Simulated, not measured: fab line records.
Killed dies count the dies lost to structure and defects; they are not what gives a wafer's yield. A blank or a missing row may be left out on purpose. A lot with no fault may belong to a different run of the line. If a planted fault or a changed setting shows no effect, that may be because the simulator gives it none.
fab line records    flow sky130
record lots=12  wafers=36  last_day=50
route steps=708 shown LDD_N@244 LDD_LDN@297 POLY_CUT@315 PAD_OPEN@708
lots that met no fault: from a run of the same line without faults
start_h: the number of hours between the record's first day and the start of the first shown wafer of the lot    wait_h: hours from the lot's prior step to this one    " same as the row above    L1.1+2: one row covering several wafers at once    - no value, or no start was given    * or withheld: withheld    < > ~ a bound
route shown NAME@n: names a module that has steps shown in the file, with the first one's number in the route    usual: mean/standard deviation of fault-free wafers    same: alike in all rows    chamber/n: place in a boat    sites: readings site by site    _std_site: their standard deviation    _edge_site: outer sites' mean less inner sites'    radius_mm: how far each site lies from the wafer's centre    mask NAME#n: copy n    behind: the last tool/chamber to shape the wafer    hold: what put the lot on hold/how long, in hours/how the hold closed    device: which transistor (n, p or np) failed to switch    end of line: the tests these same wafers got at the end of their route    step lacking rows: just its recipe    killed: count of dies lost to structure and defects at first sort (not the wafer's yield)    map: a wafer's dies, x killed, . not, _ none there
set.NAME: setting as actually run; set.NAME@STEP: the setting as run at that earlier step    model.NAME: the simulator's own value behind a step, which no gauge read
route steps across a sampled set of lots; one table per step, one row per wafer
services: from which hour (start_h, from the record's first day; less than 0 if before it) a tool's chamber was out of use, for how many hours, and why
## steps
# step SKY_LDD_N_OVL_MEAS_07
# usual LDD_N_OVL=-0.4/1.4
lot.wafer  tool        chamber  start_h  wait_h  LDD_N_OVL[nm]
L454.1     overlay-02  -        423.60   0.1     -0.3
L454.3     "           -        "        "       0.5
L454.4     "           -        "        "       -1.8
L455.2     overlay-02  -        434.61   0.1     0.3
L455.4     "           -        "        "       3.3
L455.6     "           -        "        "       0.3
L456.3     overlay-02  -        439.86   0.1     -2.8
L456.4     "           -        "        "       -2.6
L456.5     "           -        "        "       -3.5
L458.2     overlay-01  -        458.15   0.1     0.6
L458.3     "           -        "        "       -1.4
L458.4     "           -        "        "       -1.9
L460.2     overlay-01  -        469.79   0.1     0.8
L460.3     "           -        "        "       1.1
L460.5     "           -        "        "       1.4
L463.2     overlay-01  -        498.24   0.1     -1.5
L463.3     "           -        "        "       1.1
L463.4     "           -        "        "       0.5
L464.3     overlay-02  -        506.46   0.1     1.4
L464.5     "           -        "        "       -0.8
L464.6     "           -        "        "       -0.8
L468.1     overlay-01  -        539.18   0.1     -0.5
L468.2     "           -        "        "       -0.1
L468.4     "           -        "        "       -1.3
L472.1     overlay-01  -        578.64   0.1     -0.1
L472.3     "           -        "        "       -2.6
L472.4     "           -        "        "       -0.7
L473.1     overlay-02  -        586.64   0.1     0.1
L473.4     "           -        "        "       0.0
L473.5     "           -        "        "       1.6
L474.1     overlay-02  -        589.29   0.1     -2.8
L474.3     "           -        "        "       0.1
L474.4     "           -        "        "       0.5
L475.2     overlay-01  -        593.95   0.1     -0.3
L475.4     "           -        "        "       -0.1
L475.5     "           -        "        "       0.0
# step SKY_LDD_LDN_IMPLANT_08
# recipe species=As  energy_kev=15  dose_cm2=1.25e+13  tilt_deg=withheld  rotation_deg=23
# usual beam_energy_keV=15.000/0.0049  rotation_deg=22.999/0.023
lot.wafer  tool          chamber  start_h  wait_h  beam_energy_keV  rotation_deg
L454.1     implanter-03  0        547.16   0.0     15.003           22.997
L454.3     "             0        "        "       15.007           22.973
L454.4     "             0        "        "       15.003           22.985
L455.2     implanter-03  0        557.91   0.0     15.005           22.963
L455.4     "             0        "        "       15.003           22.965
L455.6     "             0        "        "       15.000           22.983
L456.3     implanter-02  0        563.46   0.1     14.997           22.982
L456.4     "             0        "        "       14.998           23.034
L456.5     "             0        "        "       14.997           23.006
L458.2     implanter-03  0        581.96   0.0     14.991           23.011
L458.3     "             0        "        "       14.997           22.989
L458.4     "             0        "        "       14.989           22.993
L460.2     implanter-03  0        591.56   0.0     15.004           23.008
L460.3     "             0        "        "       14.999           23.025
L460.5     "             0        "        "       15.002           23.010
L463.2     implanter-02  0        620.45   0.0     14.995           23.005
L463.3     "             0        "        "       15.000           23.029
L463.4     "             0        "        "       15.007           23.033
L464.3     implanter-01  0        627.77   0.1     14.998           23.022
L464.5     "             0        "        "       15.007           23.036
L464.6     "             0        "        "       14.998           23.051
L468.1     implanter-02  0        657.82   0.0     14.999           22.988
L468.2     "             0        "        "       14.991           22.998
L468.4     "             0        "        "       15.000           22.978
L472.1     implanter-02  0        694.73   0.0     21.139           23.007
L472.3     "             0        "        "       21.128           23.049
L472.4     "             0        "        "       21.131           23.008
L473.1     implanter-03  0        702.07   0.0     14.993           22.977
L473.4     "             0        "        "       15.004           22.972
L473.5     "             0        "        "       14.999           23.006
L474.1     implanter-03  0        704.56   0.0     14.996           23.002
L474.3     "             0        "        "       15.003           22.991
L474.4     "             0        "        "       14.996           22.942
L475.2     implanter-02  0        709.81   0.0     21.133           23.012
L475.4     "             0        "        "       21.140           22.994
L475.5     "             0        "        "       21.138           23.010
# step SKY_LDD_LDN_TW_MEAS_13
# usual LDD_LDN_TW=1479/8.4
lot.wafer  tool           chamber  start_h  wait_h  LDD_LDN_TW
L454.1     film_metro-03  -        547.86   0.1     1462
L454.3     "              -        "        "       1470
L454.4     "              -        "        "       1468
L455.2     film_metro-02  -        558.59   0.1     1487
L455.4     "              -        "        "       1489
L455.6     "              -        "        "       1498
L456.3     film_metro-03  -        564.13   0.1     1463
L456.4     "              -        "        "       1470
L456.5     "              -        "        "       1470
L458.2     film_metro-02  -        582.64   0.1     1483
L458.3     "              -        "        "       1492
L458.4     "              -        "        "       1480
L460.2     film_metro-04  -        592.24   0.1     1480
L460.3     "              -        "        "       1479
L460.5     "              -        "        "       1483
L463.2     film_metro-03  -        621.13   0.1     1473
L463.3     "              -        "        "       1483
L463.4     "              -        "        "       1466
L464.3     film_metro-04  -        628.44   0.1     1485
L464.5     "              -        "        "       1491
L464.6     "              -        "        "       1476
L468.1     film_metro-02  -        658.52   0.1     1501
L468.2     "              -        "        "       1485
L468.4     "              -        "        "       1486
L472.1     film_metro-03  -        695.43   0.1     1516
L472.3     "              -        "        "       1516
L472.4     "              -        "        "       1514
L473.1     film_metro-03  -        702.77   0.1     1473
L473.4     "              -        "        "       1471
L473.5     "              -        "        "       1471
L474.1     film_metro-02  -        705.26   0.1     1485
L474.3     "              -        "        "       1475
L474.4     "              -        "        "       1468
L475.2     film_metro-04  -        710.49   0.1     1531
L475.4     "              -        "        "       1526
L475.5     "              -        "        "       1516
# step SKY_POLY_CUT_CD_MEAS_08
# recipe target_cd_nm=270
# usual cd_nm=269.6/1.4
lot.wafer  tool       chamber  start_h  wait_h  cd_nm
L454.1     cd_sem-02  -        579.73   -       270.7
L454.3     "          -        "        "       271.9
L454.4     "          -        "        "       271.8
L455.2     cd_sem-01  -        590.85   -       271.8
L455.4     "          -        "        "       270.9
L455.6     "          -        "        "       270.4
L456.3     cd_sem-01  -        595.22   -       267.0
L456.4     "          -        "        "       267.1
L456.5     "          -        "        "       268.5
L458.2     cd_sem-02  -        615.95   -       269.6
L458.3     "          -        "        "       271.1
L458.4     "          -        "        "       270.6
L460.2     cd_sem-01  -        624.17   -       269.2
L460.3     "          -        "        "       267.6
L460.5     "          -        "        "       269.6
L463.2     cd_sem-02  -        652.45   -       269.9
L463.3     "          -        "        "       269.0
L463.4     "          -        "        "       267.6
L464.3     cd_sem-02  -        661.57   -       270.2
L464.5     "          -        "        "       271.0
L464.6     "          -        "        "       270.0
L468.1     cd_sem-02  -        687.53   -       268.8
L468.2     "          -        "        "       266.9
L468.4     "          -        "        "       269.0
L472.1     cd_sem-01  -        724.58   -       267.1
L472.3     "          -        "        "       267.7
L472.4     "          -        "        "       266.9
L473.1     cd_sem-02  -        732.63   -       271.9
L473.4     "          -        "        "       270.7
L473.5     "          -        "        "       272.4
L474.1     cd_sem-02  -        733.88   -       269.9
L474.3     "          -        "        "       269.2
L474.4     "          -        "        "       269.3
L475.2     cd_sem-02  -        739.50   -       268.3
L475.4     "          -        "        "       268.6
L475.5     "          -        "        "       268.2
# step SKY_POLY_CUT_STRIP_12
# recipe chemistry=O2/N2  power_w=1400  pressure_mtorr=1500  platen_temp_c=withheld  o2_flow_sccm=3000  n2_flow_sccm=300  overash_fraction=0.5
# usual drypump_motor_current_A=5.7/0.47  n2_flow_sccm=299.8/1  oes_product_au=0.452/0.0045  strip_time_to_endpoint_s=5.359/0.02
lot.wafer  tool             chamber  start_h  wait_h  drypump_motor_current_A  n2_flow_sccm  oes_product_au  rf_hours_counter_h  strip_time_to_endpoint_s
L454.1     plasma_asher-02  1        579.96   0.0     5.7                      299.7         0.449           42                  5.334
L454.3     "                0        "        "       5.3                      298.5         0.458           -                   5.370
L454.4     "                1        "        "       5.7                      299.7         0.454           -                   5.351
L455.2     plasma_asher-03  0        591.06   0.0     6.7                      299.9         0.454           76                  5.385
L455.4     "                1        "        "       5.5                      300.7         0.454           -                   5.372
L455.6     "                1        "        "       5.6                      301.3         0.453           -                   5.379
L456.3     plasma_asher-02  0        595.47   0.1     5.3                      299.7         0.456           -                   5.360
L456.4     "                1        "        "       5.7                      299.0         0.460           -                   5.368
L456.5     "                1        "        "       5.7                      298.1         0.452           -                   5.346
L458.2     plasma_asher-02  0        616.17   0.0     5.3                      298.9         0.456           45                  5.359
L458.3     "                1        "        "       5.8                      299.0         0.446           -                   5.329
L458.4     "                0        "        "       5.3                      299.1         0.456           -                   5.327
L460.2     plasma_asher-01  1        624.39   0.0     5.6                      301.0         0.453           18                  5.327
L460.3     "                0        "        "       5.3                      299.5         0.453           -                   5.343
L460.5     "                0        "        "       5.3                      299.9         0.456           -                   5.343
L463.2     plasma_asher-03  0        652.67   0.0     6.7                      298.8         0.445           81                  5.340
L463.3     "                0        "        "       6.6                      298.0         0.443           -                   5.336
L463.4     "                1        "        "       5.6                      300.2         0.455           -                   5.320
L464.3     plasma_asher-03  1        661.80   0.1     5.5                      299.5         0.453           -                   5.348
L464.5     "                1        "        "       5.5                      299.2         0.458           -                   5.382
L464.6     "                0        "        "       6.7                      300.8         0.455           -                   5.369
L468.1     plasma_asher-02  1        687.76   0.0     5.7                      300.0         0.455           52                  5.375
L468.2     "                0        "        "       5.3                      300.2         0.458           52                  5.359
L468.4     "                0        "        "       5.3                      300.5         0.456           -                   5.365
L472.1     plasma_asher-02  1        724.82   0.0     5.7                      298.0         0.455           56                  5.399
L472.3     "                1        "        "       5.7                      299.8         0.451           -                   5.366
L472.4     "                0        "        "       5.3                      299.4         0.451           -                   5.357
L473.1     plasma_asher-02  1        732.87   0.0     5.7                      299.5         0.443           57                  5.358
L473.4     "                1        "        "       5.7                      300.7         0.455           -                   5.367
L473.5     "                1        "        "       5.7                      300.0         0.454           -                   5.379
L474.1     plasma_asher-03  0        734.12   0.0     6.6                      299.3         0.457           89                  5.412
L474.3     "                1        "        "       5.5                      300.3         0.454           -                   5.391
L474.4     "                0        "        "       6.6                      299.9         0.450           -                   5.374
L475.2     plasma_asher-02  0        739.71   0.0     5.3                      299.3         0.456           58                  5.345
L475.4     "                0        "        "       5.3                      299.0         0.454           -                   5.370
L475.5     "                1        "        "       5.7                      299.8         0.454           -                   5.336
# step SKY_PAD_OPEN_PROBE_99
# usual killed_at_M0_to_M3=43/7  killed_at_M4_up=3.1/2  killed_at_contacts=24/5.3  killed_at_front_end=15/4.2  killed_at_other=0.4/0.66  killed_dies=86/9.5  killed_open=47/7.4  killed_short=38/6.2
# same gross_dies=492  killed_at_back_side=0
lot.wafer  tool       chamber  start_h  wait_h  killed_at_M0_to_M3  killed_at_M4_up  killed_at_contacts  killed_at_front_end  killed_at_other  killed_dies  killed_open  killed_short
L454.1     prober-01  -        1090.78  0.1     42                  3                23                  16                   0                84           44           39
L454.3     prober-01  -        1090.88  0.2     55                  1                34                  13                   0                103          57           46
L454.4     prober-01  -        1090.93  0.2     48                  2                20                  11                   0                81           50           31
L455.2     prober-02  -        1097.20  0.1     32                  3                30                  18                   0                83           39           44
L455.4     prober-02  -        1097.30  0.2     40                  1                15                  17                   1                74           39           33
L455.6     prober-02  -        1097.40  0.2     49                  1                12                  13                   1                76           37           38
L456.3     prober-02  -        1101.80  0.2     50                  5                20                  15                   0                90           50           40
L456.4     prober-02  -        1101.85  0.2     46                  6                23                  24                   0                99           50           48
L456.5     prober-02  -        1101.90  0.2     48                  4                22                  10                   1                85           44           41
L458.2     prober-02  -        1115.94  0.1     47                  6                19                  7                    0                79           45           34
L458.3     prober-02  -        1115.99  0.2     52                  6                32                  18                   0                108          58           48
L458.4     prober-02  -        1116.04  0.2     54                  3                19                  15                   0                91           46           43
L460.2     prober-01  -        1123.49  0.1     37                  3                25                  14                   0                79           43           36
L460.3     prober-01  -        1123.54  0.2     37                  2                24                  23                   0                86           42           44
L460.5     prober-01  -        1123.64  0.2     45                  4                27                  11                   0                87           51           36
L463.2     prober-02  -        1139.60  0.1     29                  4                17                  19                   1                70           27           43
L463.3     prober-02  -        1139.65  0.2     40                  2                20                  15                   0                77           44           33
L463.4     prober-02  -        1139.70  0.2     43                  4                17                  19                   1                84           42           42
L464.3     prober-02  -        1147.19  0.2     36                  3                43                  16                   0                98           57           41
L464.5     prober-02  -        1147.29  0.2     38                  7                19                  19                   0                83           42           41
L464.6     prober-02  -        1147.34  0.2     35                  2                31                  18                   0                86           51           35
L468.1     prober-02  -        1162.03  0.1     45                  2                26                  11                   2                86           47           37
L468.2     prober-02  -        1162.08  0.1     42                  3                22                  16                   3                86           43           41
L468.4     prober-02  -        1162.18  0.2     55                  5                40                  22                   1                123          75           47
L472.1     prober-02  -        1185.02  0.1     31                  2                24                  16                   1                74           40           33
L472.3     prober-02  -        1185.12  0.2     47                  3                28                  20                   1                99           52           46
L472.4     prober-02  -        1185.17  0.2     51                  3                24                  21                   0                99           58           41
L473.1     prober-01  -        1190.68  0.1     46                  3                11                  21                   2                83           48           33
L473.4     prober-01  -        1190.83  0.2     42                  1                26                  16                   1                86           49           37
L473.5     prober-01  -        1190.88  0.2     37                  4                23                  16                   0                80           47           33
L474.1     prober-02  -        1193.52  0.1     43                  1                24                  17                   0                85           46           39
L474.3     prober-02  -        1193.62  0.2     46                  0                21                  17                   1                85           47           38
L474.4     prober-02  -        1193.67  0.2     37                  0                19                  19                   1                76           42           34
L475.2     prober-01  -        1194.86  0.1     38                  1                27                  9                    0                75           38           37
L475.4     prober-01  -        1194.96  0.2     37                  1                28                  12                   3                81           40           40
L475.5     prober-01  -        1195.01  0.2     35                  4                17                  13                   1                70           30           38
# killed by level:class
L454.1 VIA1:geometric_particle:open=10 CONTACT:geometric_particle:open=8 LI_CONTACT:geometric_particle:open=6 VIA1:geometric_particle:short=6 VIA2:geometric_particle:open=5 FIELD_ISO:geometric_particle:open=4 CONTACT:geometric_particle:short=4 FIELD_ISO:geometric_particle:short=3
L454.3 VIA1:geometric_particle:open=16 CONTACT:geometric_particle:open=14 VIA3:geometric_particle:open=9 LI_CONTACT:geometric_particle:short=7 LI_CONTACT:geometric_particle:open=7 METAL3:geometric_particle:short=7 VIA1:geometric_particle:short=6 FIELD_ISO:geometric_particle:short=5
L454.4 VIA1:geometric_particle:open=16 CONTACT:geometric_particle:open=6 METAL1:geometric_particle:short=6 VIA3:geometric_particle:open=6 LOCAL_INTERCONNECT:geometric_particle:short=5 VIA2:geometric_particle:open=5 METAL3:geometric_particle:short=5 FIELD_ISO:geometric_particle:open=4
L455.2 CONTACT:geometric_particle:open=9 METAL1:geometric_particle:short=8 VIA1:geometric_particle:open=7 CONTACT:geometric_particle:short=6 FIELD_ISO:geometric_particle:open=5 LI_CONTACT:geometric_particle:open=5 METAL2:geometric_particle:short=5 LOCAL_INTERCONNECT:geometric_particle:short=5
L455.4 VIA1:geometric_particle:open=10 METAL1:geometric_particle:short=6 LI_CONTACT:geometric_particle:open=5 METAL2:geometric_particle:short=5 POLY_GATE:geometric_particle:open=4 FIELD_ISO:geometric_particle:open=4 POLY_GATE:geometric_particle:short=4 CONTACT:geometric_particle:open=4
L455.6 VIA3:geometric_particle:open=8 METAL2:geometric_particle:short=7 VIA1:geometric_particle:open=6 VIA2:geometric_particle:open=6 VIA2:geometric_particle:short=5 FIELD_ISO:geometric_particle:open=4 METAL1:geometric_particle:short=4 VIA1:geometric_particle:short=4
L456.3 VIA1:geometric_particle:open=14 CONTACT:geometric_particle:open=9 VIA1:geometric_particle:short=9 VIA2:geometric_particle:open=8 FIELD_ISO:geometric_particle:open=5 CONTACT:geometric_particle:short=5 VIA3:geometric_particle:open=5 FIELD_ISO:geometric_particle:short=4
L456.4 VIA2:geometric_particle:open=10 POLY_GATE:geometric_particle:short=7 VIA1:geometric_particle:open=7 CONTACT:geometric_particle:short=6 POLY_GATE:geometric_particle:open=6 METAL2:geometric_particle:short=6 FIELD_ISO:geometric_particle:short=5 LI_CONTACT:geometric_particle:open=5
L456.5 VIA1:geometric_particle:open=13 VIA2:geometric_particle:open=7 VIA3:geometric_particle:open=7 METAL2:geometric_particle:short=6 LI_CONTACT:geometric_particle:open=5 LOCAL_INTERCONNECT:geometric_particle:short=5 CONTACT:geometric_particle:short=4 CONTACT:geometric_particle:open=4
L458.2 VIA1:geometric_particle:open=16 CONTACT:geometric_particle:open=8 VIA3:geometric_particle:open=7 VIA2:geometric_particle:open=7 METAL4:geometric_particle:short=5 LOCAL_INTERCONNECT:geometric_particle:short=4 CONTACT:geometric_particle:short=4 METAL1:geometric_particle:short=4
L458.3 CONTACT:geometric_particle:open=14 VIA1:geometric_particle:open=12 LOCAL_INTERCONNECT:geometric_particle:short=9 VIA1:geometric_particle:short=9 POLY_GATE:geometric_particle:open=6 LI_CONTACT:geometric_particle:open=6 VIA2:geometric_particle:open=6 VIA2:geometric_particle:short=6
L458.4 VIA1:geometric_particle:open=10 VIA2:geometric_particle:open=9 VIA3:geometric_particle:open=9 CONTACT:geometric_particle:open=8 METAL1:geometric_particle:short=7 FIELD_ISO:geometric_particle:short=5 VIA2:geometric_particle:short=5 LI_CONTACT:geometric_particle:open=4
L460.2 CONTACT:geometric_particle:open=8 VIA1:geometric_particle:open=8 LI_CONTACT:geometric_particle:open=7 METAL1:geometric_particle:short=6 METAL3:geometric_particle:short=5 VIA3:geometric_particle:open=5 VIA2:geometric_particle:open=4 POLY_GATE:geometric_particle:open=4
L460.3 CONTACT:geometric_particle:open=10 FIELD_ISO:geometric_particle:short=8 METAL1:geometric_particle:short=8 FIELD_ISO:geometric_particle:open=7 LI_CONTACT:geometric_particle:open=7 VIA2:geometric_particle:open=6 VIA1:geometric_particle:open=5 METAL2:geometric_particle:short=5
L460.5 VIA1:geometric_particle:open=12 CONTACT:geometric_particle:open=10 VIA2:geometric_particle:open=6 LI_CONTACT:geometric_particle:open=5 CONTACT:geometric_particle:short=5 VIA3:geometric_particle:open=4 METAL1:geometric_particle:short=4 METAL3:geometric_particle:short=4
L463.2 FIELD_ISO:geometric_particle:short=7 METAL1:geometric_particle:short=6 VIA3:geometric_particle:open=6 LOCAL_INTERCONNECT:geometric_particle:short=5 LI_CONTACT:geometric_particle:open=4 CONTACT:geometric_particle:short=4 VIA1:geometric_particle:short=4 METAL2:geometric_particle:short=4
L463.3 METAL2:geometric_particle:short=8 VIA3:geometric_particle:open=8 VIA1:geometric_particle:open=7 LI_CONTACT:geometric_particle:open=7 FIELD_ISO:geometric_particle:open=5 CONTACT:geometric_particle:open=5 METAL1:geometric_particle:short=4 LOCAL_INTERCONNECT:geometric_particle:short=4
L463.4 VIA1:geometric_particle:open=14 POLY_GATE:geometric_particle:open=5 METAL3:geometric_particle:short=5 VIA1:geometric_particle:short=5 CONTACT:geometric_particle:short=4 CONTACT:geometric_particle:open=4 METAL1:geometric_particle:short=4 VIA3:geometric_particle:open=4
L464.3 CONTACT:geometric_particle:open=20 LI_CONTACT:geometric_particle:open=9 VIA1:geometric_particle:open=7 POLY_GATE:geometric_particle:short=6 METAL1:geometric_particle:short=6 VIA3:geometric_particle:open=6 FIELD_ISO:geometric_particle:short=5 LI_CONTACT:geometric_particle:short=5
L464.5 POLY_GATE:geometric_particle:open=8 CONTACT:geometric_particle:open=7 METAL2:geometric_particle:short=6 VIA2:geometric_particle:open=6 METAL3:geometric_particle:short=6 LI_CONTACT:geometric_particle:open=5 VIA1:geometric_particle:open=5 CONTACT:geometric_particle:short=4
L464.6 CONTACT:geometric_particle:open=13 VIA1:geometric_particle:open=8 VIA3:geometric_particle:open=7 CONTACT:geometric_particle:short=6 POLY_GATE:geometric_particle:open=6 LI_CONTACT:geometric_particle:open=6 METAL2:geometric_particle:short=6 FIELD_ISO:geometric_particle:short=5
L468.1 VIA1:geometric_particle:open=11 VIA2:geometric_particle:open=10 CONTACT:geometric_particle:open=10 METAL2:geometric_particle:short=6 LI_CONTACT:geometric_particle:open=6 FIELD_ISO:geometric_particle:open=5 METAL3:geometric_particle:short=5 LOCAL_INTERCONNECT:geometric_particle:short=4
L468.2 CONTACT:geometric_particle:open=12 VIA2:geometric_particle:open=9 VIA1:geometric_particle:open=8 LI_CONTACT:geometric_particle:open=5 METAL1:geometric_particle:short=5 METAL2:geometric_particle:short=5 VIA1:geometric_particle:short=4 VIA2:geometric_particle:short=4
L468.4 LI_CONTACT:geometric_particle:open=12 CONTACT:geometric_particle:open=12 VIA1:geometric_particle:open=11 VIA2:geometric_particle:open=11 FIELD_ISO:geometric_particle:open=8 CONTACT:geometric_particle:short=7 VIA3:geometric_particle:open=7 METAL2:geometric_particle:short=7
L472.1 CONTACT:geometric_particle:open=8 VIA2:geometric_particle:open=7 LOCAL_INTERCONNECT:geometric_particle:short=6 VIA1:geometric_particle:open=6 FIELD_ISO:geometric_particle:short=5 LI_CONTACT:geometric_particle:open=5 CONTACT:geometric_particle:short=5 VIA3:geometric_particle:open=5
L472.3 CONTACT:geometric_particle:open=10 LI_CONTACT:geometric_particle:open=9 VIA1:geometric_particle:open=9 POLY_GATE:geometric_particle:short=7 VIA3:geometric_particle:open=7 VIA1:geometric_particle:short=6 LOCAL_INTERCONNECT:geometric_particle:short=6 METAL2:geometric_particle:short=6
L472.4 VIA1:geometric_particle:open=12 LI_CONTACT:geometric_particle:open=8 VIA3:geometric_particle:open=8 VIA2:geometric_particle:open=7 FIELD_ISO:geometric_particle:open=6 VIA1:geometric_particle:short=6 CONTACT:geometric_particle:open=6 METAL1:geometric_particle:short=5
L473.1 VIA1:geometric_particle:open=14 FIELD_ISO:geometric_particle:open=9 VIA1:geometric_particle:short=9 VIA2:geometric_particle:open=8 POLY_GATE:geometric_particle:open=6 METAL1:geometric_particle:short=4 VIA3:geometric_particle:short=4 POLY_GATE:geometric_particle:short=3
L473.4 VIA1:geometric_particle:open=13 CONTACT:geometric_particle:open=11 VIA3:geometric_particle:open=7 POLY_GATE:geometric_particle:open=6 CONTACT:geometric_particle:short=6 VIA2:geometric_particle:open=6 VIA1:geometric_particle:short=4 METAL2:geometric_particle:short=4
L473.5 CONTACT:geometric_particle:open=11 VIA1:geometric_particle:open=11 METAL1:geometric_particle:short=8 FIELD_ISO:geometric_particle:open=7 FIELD_ISO:geometric_particle:short=4 LI_CONTACT:geometric_particle:open=4 VIA3:geometric_particle:open=4 VIA2:geometric_particle:open=4
L474.1 VIA1:geometric_particle:open=11 CONTACT:geometric_particle:open=9 VIA1:geometric_particle:short=8 METAL2:geometric_particle:short=6 CONTACT:geometric_particle:short=5 VIA3:geometric_particle:open=5 VIA2:geometric_particle:open=4 FIELD_ISO:geometric_particle:open=4
L474.3 VIA1:geometric_particle:open=16 LI_CONTACT:geometric_particle:open=11 FIELD_ISO:geometric_particle:short=9 METAL1:geometric_particle:short=6 VIA3:geometric_particle:open=5 FIELD_ISO:geometric_particle:open=4 CONTACT:geometric_particle:open=4 METAL2:geometric_particle:short=4
L474.4 VIA1:geometric_particle:open=11 LI_CONTACT:geometric_particle:open=6 VIA3:geometric_particle:open=6 CONTACT:geometric_particle:open=5 VIA1:geometric_particle:short=5 FIELD_ISO:geometric_particle:short=4 VIA2:geometric_particle:open=4 FIELD_ISO:geometric_particle:open=4
L475.2 VIA1:geometric_particle:short=9 CONTACT:geometric_particle:short=7 CONTACT:geometric_particle:open=7 VIA1:geometric_particle:open=6 VIA2:geometric_particle:open=5 LI_CONTACT:geometric_particle:open=5 VIA3:geometric_particle:open=5 METAL2:geometric_particle:short=5
L475.4 VIA1:geometric_particle:open=10 LI_CONTACT:geometric_particle:short=7 CONTACT:geometric_particle:open=7 VIA3:geometric_particle:open=6 LI_CONTACT:geometric_particle:open=5 POLY_GATE:geometric_particle:open=4 METAL1:geometric_particle:short=4 LOCAL_INTERCONNECT:geometric_particle:short=4
L475.5 CONTACT:geometric_particle:open=9 VIA3:geometric_particle:short=7 FIELD_ISO:geometric_particle:short=5 METAL2:geometric_particle:short=5 METAL3:geometric_particle:short=5 POLY_GATE:geometric_particle:open=4 VIA3:geometric_particle:open=4 LI_CONTACT:geometric_particle:short=3
## services
tool             chamber  start_h  hours  kind
plasma_asher-02  -        523.35   11.1   repair
implanter-03     -        532.85   2.6    repair
implanter-02     -        533.45   1.0    repair
plasma_asher-03  -        569.07   1.4    repair
plasma_asher-02  -        578.45   1.5    repair
plasma_asher-03  -        625.50   5.5    repair
implanter-03     -        627.89   1.0    repair
implanter-03     -        628.92   1.8    pm
implanter-03     -        630.73   3.9    pm
plasma_asher-03  -        630.99   2.8    pm
implanter-02     -        659.48   1.5    repair
plasma_asher-01  -        669.85   1.6    repair
implanter-02     -        670.73   3.1    repair
implanter-03     -        695.39   1.6    repair
implanter-03     -        715.34   3.1    repair
## key
first_sign step=SKY_LDD_LDN_IMPLANT_08  reading=beam_energy_keV  direction=up  sigmas=99+  usual=*  struck=*
effect step=SKY_LDD_LDN_TW_MEAS_13  reading=LDD_LDN_TW  direction=up  sigmas=4.8  usual=1479  struck=1520
met_at SKY_LDD_LDN_IMPLANT_08
struck_lots L472,L475
tester_left_out L472,L475
not_acting_at SKY_LDD_N_OVL_MEAS_07,SKY_POLY_CUT_CD_MEAS_08,SKY_POLY_CUT_STRIP_12
onset_between 657.82 694.73
fault kind=process_parameter_drift  tool=implanter-02  chamber=-  onset_h=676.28  steps=SKY_LDD_LDN_IMPLANT_08  channel=energy_kev  offset=*  shape=step  end_h=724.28  acts_in=*  stated=*
# tester_left_out: of these lots the tester's yield and bins aren't shown, on N5 and GAA mostly nor the transistor test; their killed dies are dies lost to structure and defects alone, not to doping, threshold or leakage, so they don't give the yield
